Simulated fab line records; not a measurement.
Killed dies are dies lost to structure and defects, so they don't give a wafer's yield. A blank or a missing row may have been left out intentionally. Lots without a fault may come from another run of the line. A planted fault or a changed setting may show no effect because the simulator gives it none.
Which tool did it?	flow gf180mcu	Sampling: 6 lots, 17 wafers, 4 of 602 route steps

## WHAT THE GAUGES SHOWED, per wafer
GF_HV_LDD_CD_MEAS_46 targets a cd of 400 nm.
lot	measured	on	cdNm (nm)
L982	day 13 02:50	cdSem-02	400.5 401.4 401.7
L984	day 13 13:49	cdSem-02	399.0 399.2 401.1
L990	day 15 08:08	cdSem-01	398.7 398.1 397.9
L994	day 16 21:20	cdSem-01	403.0 398.8
L997	day 18 00:37	cdSem-02	399.6 400.4 398.3
L999	day 18 21:24	cdSem-01	400.5 398.3 399.6

## TOOL THAT RAN EACH LOT (tool first, then ch and the chambers of the sampled wafers, then the start)
lot	GF_POLY_GATE_ETCH_12	GF_HV_LDD_STRIP_10	GF_HV_LDD_IMPLANT_35
L982	rieDiel-01 ch 0,1,3, day 10 00:08	plasmaAsher-01 ch 1, day 10 20:08	implanter-03 ch 0, day 12 08:08
L984	rieDiel-02 ch 0,1,3, day 10 07:38	plasmaAsher-01 ch 0,1, day 11 05:17	implanter-01 ch 0, day 12 19:02
L990	rieDiel-03 ch 0,2,3, day 11 22:35	plasmaAsher-04 ch 0,1, day 12 19:43	implanter-03 ch 0, day 14 11:28
L994	rieDiel-02 ch 0, day 13 02:20	plasmaAsher-04 ch 0, day 14 01:35	implanter-03 ch 0, day 15 21:29
L997	rieDiel-02 ch 1,2,3, day 14 00:44	plasmaAsher-04 ch 0,1, day 15 00:05	implanter-01 ch 0, day 16 22:59
L999	rieDiel-03 ch 1,2,3, day 14 19:54	plasmaAsher-02 ch 0,1, day 15 19:17	implanter-01 ch 0, day 17 19:52
- GF_POLY_GATE_ETCH_12: etches BARC in N2/H2.
- GF_HV_LDD_STRIP_10: strips in O2/N2.
- GF_HV_LDD_IMPLANT_35

## THE ANSWER, worked out from the rows above alone
Rule: what is usual is taken from the lots themselves. Put in order of their means at a reading, lots are off if they are a third of the lots or fewer, leave a main group of 4 or more, and stand apart from it by a gap of 3 or more times the standard deviation of the main group's means; of several such gaps the widest counts. The tables above print the reading to a certain number of digits; a main group whose means all agree to those digits is not used. A lot without any number at a reading at which 4 lots or more have one is off too. Any other lot the step has rows for is counted as sound.
No lot is off on any of the readings shown, so nothing can be concluded from this.

## WHAT THE SIMULATOR HAD INSERTED
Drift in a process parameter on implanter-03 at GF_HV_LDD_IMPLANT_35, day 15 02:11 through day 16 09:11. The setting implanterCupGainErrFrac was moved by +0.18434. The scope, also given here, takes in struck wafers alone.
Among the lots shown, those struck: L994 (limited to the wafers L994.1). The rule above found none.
